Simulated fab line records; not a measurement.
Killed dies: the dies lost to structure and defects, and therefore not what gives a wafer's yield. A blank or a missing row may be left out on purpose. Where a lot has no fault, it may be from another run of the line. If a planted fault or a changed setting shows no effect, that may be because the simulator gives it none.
Which tool is to blame? + flow sky130 + 6 lots, 18 wafers sampled, at 1 step of a route of 708

== WHAT THE GAUGES READ, wafer by wafer ==
SKY_METAL1_OVL_MEAS_16.
| lot  | measured     | on         | METAL1_OVL (nm) |
|------|--------------|------------|-----------------|
| L617 | day 33 05:29 | overlay-01 | -6 -4 -2        |
| L625 | day 35 19:12 | overlay-01 | -3 -3 -7        |
| L627 | day 36 17:48 | overlay-01 | 0 -10 -1        |
| L632 | day 38 07:02 | overlay-02 | 15 5 2          |
| L634 | day 38 14:44 | overlay-01 | 5 6 -6          |
| L639 | day 39 23:31 | overlay-01 | 3 4 -3          |

== WHICH TOOL RAN EACH LOT (tool, then ch and the chambers of the sampled wafers, then the start) ==
Before these readings, the record contains no process step.

== THE ANSWER, worked out from the rows above alone ==
Rule: the usual values come from the lots themselves. Put in order of their means at a reading, lots are off if they are a third of the lots or fewer, leave a main group of 4 or more, and stand apart from it by a gap of 3 or more times the standard deviation of the main group's means; of several such gaps the widest counts. Not used: any main group whose means are identical at the precision the tables above print for the reading. A lot without any number at a reading at which 4 lots or more have one is off too. Any other lot the step has rows for is counted as sound.
No lot is off at any reading shown: from this, nothing can be told.

== WHAT WAS PUT IN BY THE SIMULATOR ==
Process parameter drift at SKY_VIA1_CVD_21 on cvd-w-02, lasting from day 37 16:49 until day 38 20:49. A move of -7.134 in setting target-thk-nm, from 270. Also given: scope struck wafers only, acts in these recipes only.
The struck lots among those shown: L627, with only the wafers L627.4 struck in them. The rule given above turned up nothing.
